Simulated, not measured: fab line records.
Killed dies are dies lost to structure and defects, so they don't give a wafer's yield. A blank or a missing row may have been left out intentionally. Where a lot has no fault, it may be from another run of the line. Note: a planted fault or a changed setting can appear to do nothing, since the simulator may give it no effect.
Chamber matching + flow gf180mcu + GF_V2_CMP_26 on cmp-02 has 4 sister chambers
The step polishes, stops on SiO2, t overpolish 15 s, target thk 0 nm. 8 wafers are shown with their chamber, then 12 later ones without.

## WAFERS, EACH WITH ITS CHAMBER
| wafer  | chamber | motorCurrentA (A) | timeToEndpointS (s) |
|--------|---------|-------------------|---------------------|
| L080.2 | 3       | 14.5              | 91                  |
| L082.4 | 0       | 11.3              | 83                  |
| L084.1 | 3       | 14.1              | 89                  |
| L085.5 | 2       | 11.4              | 83                  |
| L085.6 | 1       | 12.2              | 82                  |
| L089.1 | 2       | 11.6              | 84                  |
| L089.2 | 0       | 10.8              | 83                  |
| L089.3 | 1       | 12.0              | 88                  |

## WAFERS MISSING THEIR CHAMBER
| wafer  | motorCurrentA (A) | timeToEndpointS (s) |
|--------|-------------------|---------------------|
| L091.1 | 12.0              | 80                  |
| L091.3 | 11.4              | 80                  |
| L091.5 | 11.6              | 84                  |
| L093.1 | 11.1              | 82                  |
| L093.4 | 14.4              | 90                  |
| L093.5 | 11.4              | 87                  |
| L095.1 | 14.7              | 90                  |
| L095.3 | 10.9              | 82                  |
| L095.6 | 11.1              | 85                  |
| L096.3 | 14.2              | 91                  |
| L096.4 | 11.2              | 84                  |
| L096.5 | 11.2              | 85                  |

## CHAMBER TAKEN BY EACH
| wafer  | from the rows above          | in truth |
|--------|------------------------------|----------|
| L091.1 | can't be placed: 1 or 2 or 0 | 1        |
| L091.3 | can't be placed: 2 or 0 or 1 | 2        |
| L091.5 | can't be placed: 2 or 1 or 0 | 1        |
| L093.1 | can't be placed: 0 or 2      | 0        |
| L093.4 | 3                            | 3        |
| L093.5 | can't be placed: 2 or 0 or 1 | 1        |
| L095.1 | 3                            | 3        |
| L095.3 | can't be placed: 0 or 2      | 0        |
| L095.6 | can't be placed: 0 or 2      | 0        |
| L096.3 | 3                            | 3        |
| L096.4 | can't be placed: 0 or 2      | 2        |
| L096.5 | can't be placed: 0 or 2      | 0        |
Placed correctly: 3 of 12. Cannot be placed on the basis of these rows: 9; the candidates contain the true chamber in 9. Wrongly placed: 0.
How it was worked out, from the rows above alone: a wafer's distance from a chamber is the root of the sum, over the readings, of the square of ((its reading less the chamber's mean) divided by the reading's scatter). The wafer belongs to the nearest chamber; if the next one is less than 2 further off, it can't be placed. A chamber's mean is the mean of its shown wafers. The scatter is the square root of a quotient: the sum, over the shown wafers, of each reading's squared deviation from its chamber's mean, divided by wafers minus chambers.
